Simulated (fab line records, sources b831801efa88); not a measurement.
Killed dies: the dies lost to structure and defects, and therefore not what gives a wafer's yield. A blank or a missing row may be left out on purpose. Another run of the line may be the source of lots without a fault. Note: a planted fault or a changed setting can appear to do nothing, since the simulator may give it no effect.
Which tool is to blame? :: flow sky130 :: 33 wafers from 11 lots sampled at 5 of the route's 708 steps

== WHAT THE GAUGES READ, wafer by wafer ==
SKY_VIA3_THK_MEAS_01. Usual: VIA3_HDPCVD_THK 1628 nm, standard deviation 22.
lot: L609
measured: day 39 14:32
on: film-metro-04
VIA3_HDPCVD_THK (nm): 1604 1647 1660
flag: 

lot: L610
measured: day 40 03:25
on: film-metro-04
VIA3_HDPCVD_THK (nm): 1649 1660 1597
flag: 

lot: L616
measured: day 41 11:41
on: film-metro-02
VIA3_HDPCVD_THK (nm): 1642 1628 1669
flag: 

lot: L615
measured: day 41 13:18
on: film-metro-01
VIA3_HDPCVD_THK (nm): 1627 1639 1622
flag: 

lot: L617
measured: day 41 19:10
on: film-metro-02
VIA3_HDPCVD_THK (nm): 1624 1631 1594
flag: 

lot: L619
measured: day 42 11:29
on: film-metro-02
VIA3_HDPCVD_THK (nm): 1641 1600 1650
flag: 

lot: L625
measured: day 44 01:51
on: film-metro-02
VIA3_HDPCVD_THK (nm): 1588 1610 1637
flag: 

lot: L626
measured: day 44 13:23
on: film-metro-01
VIA3_HDPCVD_THK (nm): 1642 1609 1649
flag: 

lot: L628
measured: day 45 02:08
on: film-metro-01
VIA3_HDPCVD_THK (nm): 1605 1633 1645
flag: 

lot: L629
measured: day 45 03:55
on: film-metro-04
VIA3_HDPCVD_THK (nm): 1597 1616 1599
flag: 

lot: L630
measured: day 45 07:25
on: film-metro-02
VIA3_HDPCVD_THK (nm): 1644 1624 1637
flag: 

SKY_VIA4_OVL_MEAS_11. Usual: VIA4_OVL -0.2 nm, standard deviation 1.1.
lot: L609
measured: day 43 21:24
on: overlay-01
VIA4_OVL (nm): -0.2 -0.8 0.9
flag: 

lot: L610
measured: day 44 09:35
on: overlay-01
VIA4_OVL (nm): 0.2 -0.9 -1.5
flag: 

lot: L616
measured: day 45 13:50
on: overlay-01
VIA4_OVL (nm): -0.3 0.3 1.8
flag: 

lot: L615
measured: day 45 14:32
on: overlay-01
VIA4_OVL (nm): -1.0 -1.2 1.2
flag: 

lot: L617
measured: day 45 20:47
on: overlay-02
VIA4_OVL (nm): 1.4 -0.5 0.6
flag: 

lot: L619
measured: day 46 11:14
on: overlay-02
VIA4_OVL (nm): -0.5 -0.2 -0.8
flag: 

lot: L625
measured: day 47 21:18
on: overlay-02
VIA4_OVL (nm): -0.7 1.1 0.8
flag: 

lot: L626
measured: day 48 07:40
on: overlay-02
VIA4_OVL (nm): 0.1 -0.6 -0.8
flag: 

lot: L628
measured: day 48 18:25
on: overlay-01
VIA4_OVL (nm): 2.0 0.0 1.9
flag: 

lot: L629
measured: day 48 20:25
on: overlay-01
VIA4_OVL (nm): -0.8 -0.3 0.3
flag: 

lot: L630
measured: day 48 21:38
on: overlay-02
VIA4_OVL (nm): -1.2 -1.6 -1.9
flag: 

SKY_PASSIVATION_THK_MEAS_01. Usual: PASSIVATION_CVD_00_THK 89.7 nm, standard deviation 1.4.
lot: L609
measured: day 44 22:25
on: film-metro-01
PASSIVATION_CVD_00_THK (nm): 88.9 88.2 91.5
flag: 

lot: L610
measured: day 45 10:29
on: film-metro-02
PASSIVATION_CVD_00_THK (nm): 89.0 87.8 89.7
flag: 

lot: L619
measured: day 47 10:41
on: film-metro-02
PASSIVATION_CVD_00_THK (nm): 88.5 87.8 87.8
flag: 

lot: L625
measured: day 48 19:22
on: film-metro-02
PASSIVATION_CVD_00_THK (nm): 91.5 88.8 91.0
flag: 

lot: L626
measured: day 49 05:11
on: film-metro-01
PASSIVATION_CVD_00_THK (nm): 88.7 89.6 92.6
flag: 

lot: L628
measured: day 49 15:19
on: film-metro-02
PASSIVATION_CVD_00_THK (nm): 90.8 92.1 90.2
flag: 

lot: L629
measured: day 49 17:02
on: film-metro-02
PASSIVATION_CVD_00_THK (nm): 89.3 90.6 89.2
flag: 

lot: L630
measured: day 49 19:01
on: film-metro-02
PASSIVATION_CVD_00_THK (nm): 90.4 92.2 89.9
flag: 

== WHAT TOOL EACH LOT RAN ON (gives the tool, then ch and the chambers of the sampled wafers, and finally the start) ==
lot: L609
SKY_VIA4_ETCH_12: rie-diel-02 ch 1,2,3, day 43 21:26
SKY_VIA4_STRIP_13: plasma-asher-01 ch 0,1, day 43 21:30

lot: L610
SKY_VIA4_ETCH_12: rie-diel-04 ch 1,2, day 44 09:38
SKY_VIA4_STRIP_13: plasma-asher-01 ch 0,1, day 44 09:42

lot: L616
SKY_VIA4_ETCH_12: rie-diel-02 ch 2,3, day 45 13:52
SKY_VIA4_STRIP_13: plasma-asher-01 ch 0,1, day 45 13:56

lot: L615
SKY_VIA4_ETCH_12: rie-diel-04 ch 0,1,2, day 45 14:35
SKY_VIA4_STRIP_13: plasma-asher-04 ch 0,1, day 45 14:39

lot: L617
SKY_VIA4_ETCH_12: rie-diel-01 ch 0,1,3, day 45 20:49
SKY_VIA4_STRIP_13: plasma-asher-04 ch 0,1, day 45 20:53

lot: L619
SKY_VIA4_ETCH_12: rie-diel-01 ch 0,1,3, day 46 11:16
SKY_VIA4_STRIP_13: plasma-asher-04 ch 1, day 46 11:20

lot: L625
SKY_VIA4_ETCH_12: rie-diel-02 ch 0,2,3, day 47 21:20
SKY_VIA4_STRIP_13: plasma-asher-01 ch 0,1, day 47 21:24

lot: L626
SKY_VIA4_ETCH_12: rie-diel-01 ch 1,2,3, day 48 07:41
SKY_VIA4_STRIP_13: plasma-asher-01 ch 0,1, day 48 07:47

lot: L628
SKY_VIA4_ETCH_12: rie-diel-04 ch 1,2,3, day 48 18:26
SKY_VIA4_STRIP_13: plasma-asher-04 ch 0,1, day 48 18:32

lot: L629
SKY_VIA4_ETCH_12: rie-diel-04 ch 1,2,3, day 48 20:26
SKY_VIA4_STRIP_13: plasma-asher-01 ch 0,1, day 48 20:32

lot: L630
SKY_VIA4_ETCH_12: rie-diel-04 ch 1,2,3, day 48 21:41
SKY_VIA4_STRIP_13: plasma-asher-01 ch 0,1, day 48 21:45
- SKY_VIA4_ETCH_12: etches SiO2 in C4F8/O2/Ar, stops on TiN, target depth 580 nm.
- SKY_VIA4_STRIP_13: strips in O2/N2.

== AS READ BY THE TOOLS THEMSELVES (means over the sampled wafers that have a number; for cases with no such wafer, the mark the record gives instead) ==
SKY_VIA4_ETCH_12. Usual: bias-w 1200 W, standard deviation 3.9; chamber-pressure-mTorr 40.00 mTorr, standard deviation 0.035; oes-product-au 0.925 a.u., standard deviation 0.0046.
lot: L609
tool: rie-diel-02
bias-w (W): 1201
chamber-pressure-mTorr (mTorr): 40.00
oes-product-au (a.u.): 0.924
flag: 

lot: L610
tool: rie-diel-04
bias-w (W): 1201
chamber-pressure-mTorr (mTorr): 39.97
oes-product-au (a.u.): 0.926
flag: 

lot: L616
tool: rie-diel-02
bias-w (W): -
chamber-pressure-mTorr (mTorr): -
oes-product-au (a.u.): -
flag: OFF

lot: L615
tool: rie-diel-04
bias-w (W): -
chamber-pressure-mTorr (mTorr): -
oes-product-au (a.u.): -
flag: OFF

lot: L617
tool: rie-diel-01
bias-w (W): -
chamber-pressure-mTorr (mTorr): -
oes-product-au (a.u.): -
flag: OFF

lot: L619
tool: rie-diel-01
bias-w (W): 1195
chamber-pressure-mTorr (mTorr): 39.97
oes-product-au (a.u.): 0.928
flag: 

lot: L625
tool: rie-diel-02
bias-w (W): 1202
chamber-pressure-mTorr (mTorr): 40.00
oes-product-au (a.u.): 0.925
flag: 

lot: L626
tool: rie-diel-01
bias-w (W): 1202
chamber-pressure-mTorr (mTorr): 40.00
oes-product-au (a.u.): 0.922
flag: 

lot: L628
tool: rie-diel-04
bias-w (W): 1199
chamber-pressure-mTorr (mTorr): 39.97
oes-product-au (a.u.): 0.926
flag: 

lot: L629
tool: rie-diel-04
bias-w (W): 1200
chamber-pressure-mTorr (mTorr): 40.02
oes-product-au (a.u.): 0.926
flag: 

lot: L630
tool: rie-diel-04
bias-w (W): 1200
chamber-pressure-mTorr (mTorr): 40.01
oes-product-au (a.u.): 0.929
flag: 

SKY_VIA4_STRIP_13. Usual: drypump-motor-current-A 5.6 A, standard deviation 0.52; oes-product-au 0.710 a.u., standard deviation 0.0044; strip-time-to-endpoint-s 12.803 s, standard deviation 0.026.
lot: L609
tool: plasma-asher-01
drypump-motor-current-A (A): 5.3
oes-product-au (a.u.): 0.711
strip-time-to-endpoint-s (s): 12.792
flag: 

lot: L610
tool: plasma-asher-01
drypump-motor-current-A (A): 5.6
oes-product-au (a.u.): 0.708
strip-time-to-endpoint-s (s): 12.823
flag: 

lot: L616
tool: plasma-asher-01
drypump-motor-current-A (A): 5.3
oes-product-au (a.u.): 0.721
strip-time-to-endpoint-s (s): 14.177
flag: OFF

lot: L615
tool: plasma-asher-04
drypump-motor-current-A (A): 6.3
oes-product-au (a.u.): 0.718
strip-time-to-endpoint-s (s): 14.117
flag: OFF

lot: L617
tool: plasma-asher-04
drypump-motor-current-A (A): 6.2
oes-product-au (a.u.): 0.711
strip-time-to-endpoint-s (s): 14.155
flag: OFF

lot: L619
tool: plasma-asher-04
drypump-motor-current-A (A): 6.1
oes-product-au (a.u.): 0.713
strip-time-to-endpoint-s (s): 12.805
flag: 

lot: L625
tool: plasma-asher-01
drypump-motor-current-A (A): 5.5
oes-product-au (a.u.): 0.706
strip-time-to-endpoint-s (s): 12.798
flag: 

lot: L626
tool: plasma-asher-01
drypump-motor-current-A (A): 5.3
oes-product-au (a.u.): 0.712
strip-time-to-endpoint-s (s): 12.783
flag: 

lot: L628
tool: plasma-asher-04
drypump-motor-current-A (A): 6.2
oes-product-au (a.u.): 0.710
strip-time-to-endpoint-s (s): 12.808
flag: 

lot: L629
tool: plasma-asher-01
drypump-motor-current-A (A): 5.3
oes-product-au (a.u.): 0.710
strip-time-to-endpoint-s (s): 12.815
flag: 

lot: L630
tool: plasma-asher-01
drypump-motor-current-A (A): 5.3
oes-product-au (a.u.): 0.709
strip-time-to-endpoint-s (s): 12.802
flag: 

== THE ANSWER, worked out from the rows above alone ==
Rule: lot off if the mean of its wafers having a number is beyond 3 standard deviations from the usual mean. Also off: a lot with no number at a reading for which 4 or more lots have one. Any other lot the step has rows for is counted as sound. The gauges are gone through in route order, then the tools' own readings, and for those a lot's mean is taken as printed above. The first step at which some lot is off is used, and at that step the reading that is off furthest; a lot without a number counts as furthest.
Off: L616, L615, L617, at SKY_VIA4_ETCH_12 (bias-w). Without a number there: L616, L615, L617.
A tool fits if, at that step or a process step before it, it ran every lot that is off, and no sound lot after the first of them. None of those tried fits.

== WHAT THE SIMULATOR HAD INSERTED ==
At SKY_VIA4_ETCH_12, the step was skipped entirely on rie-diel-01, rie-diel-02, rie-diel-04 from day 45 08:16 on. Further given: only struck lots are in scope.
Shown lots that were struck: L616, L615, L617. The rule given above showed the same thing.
